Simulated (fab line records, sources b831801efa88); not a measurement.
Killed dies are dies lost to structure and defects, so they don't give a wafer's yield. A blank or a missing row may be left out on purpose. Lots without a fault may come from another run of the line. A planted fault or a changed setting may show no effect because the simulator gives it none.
One fault seen from 2 desks | flow gf180mcu | each desk has only its own numbers; what lay behind them comes last

THE METROLOGY DESK
What the gauges read, lot by lot, whatever tool the lot ran on: means of the sampled wafers that have a number. A lot is out of limits, marked OUT, if its mean lies more than 4 standard deviations from the usual mean; the brackets give that distance.
Columns: A = cd_nm at GF_STI_CD_MEAS_12, usual 219.9 nm; B = NWELL_TW at GF_NWELL_TW_MEAS_11, usual 1573; C = NWELL_RS at GF_VT_IMPLANT_RS_MEAS_47, usual 488.3 ohm/sq
lot  | first seen here | A     | B              | C
L781 | day 2 06:50     | 219.5 | 1593           | 488.3
L782 | day 2 13:57     | 219.9 | 1556           | 487.1
L783 | day 2 15:52     | 219.5 | 1587           | 490.4
L785 | day 3 05:44     | 218.2 | 1590           | 489.2
L786 | day 3 11:07     | 218.0 | 1564           | 488.1
L787 | day 3 17:22     | 221.1 | 1592           | 488.5
L791 | day 4 10:20     | 218.6 | 1324 (-18) OUT | 680.8 (+99 or more) OUT
L792 | day 4 15:22     | 222.2 | 1552           | 489.5
L795 | day 5 06:28     | 221.3 | 1337 (-17) OUT | 687.2 (+99 or more) OUT
L801 | day 6 13:41     | 219.4 | 1559           | 488.2
L802 | day 6 19:16     | 221.3 | 1557           | 487.6
This desk's finding: out of limits on L791, L795; first on L791, day 5 21:45 (NWELL_TW at GF_NWELL_TW_MEAS_11). In limits: L781, L782, L783, L785, L786, L787, L792, L801, L802.

THE TOOL OWNER'S DESK: implanter-04
The tool's own readings at GF_NWELL_IMPLANT_08: means of the sampled wafers that have a number, for each lot that ran on this tool. A lot is out of limits, marked OUT, if its mean lies more than 4 standard deviations from the usual mean; the brackets give that distance.
Columns: A = dose_ions_cm2 at GF_NWELL_IMPLANT_08, usual 1.4997e+13; B = faraday_current_uA at GF_NWELL_IMPLANT_08, usual 84.6
lot  | first seen here | A                            | B
L782 | day 4 01:14     | 1.4975e+13                   | 83.8
L785 | day 4 13:15     | 1.4982e+13                   | 83.1
L787 | day 5 01:50     | 1.4991e+13                   | 84.7
L791 | day 5 21:21     | 7.8773e+12 (-99 or more) OUT | 44.2 (-22) OUT
L795 | day 6 18:23     | 7.8693e+12 (-99 or more) OUT | 44.2 (-22) OUT
This desk's finding: out of limits on L791, L795; first on L791, day 5 21:21 (dose_ions_cm2 at GF_NWELL_IMPLANT_08). In limits: L782, L785, L787.

PUT TOGETHER
The tool owner's desk could have raised an alarm at day 5 21:21, on L791, L795.
The metrology desk could have raised an alarm at day 5 21:45, on L791, L795.
Of the lots named, all ran GF_NWELL_IMPLANT_08 on implanter-04.

WHAT THE SIMULATOR HAD PUT IN
Process parameter drift: implanter-04, from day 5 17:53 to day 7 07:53, at GF_NWELL_IMPLANT_08. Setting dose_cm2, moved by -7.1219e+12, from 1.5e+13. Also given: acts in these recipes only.
Lots struck among those shown: L791, L795.
Hours from the fault's start to each desk's first reading out of limits: the tool owner's desk, 3; the metrology desk, 4.
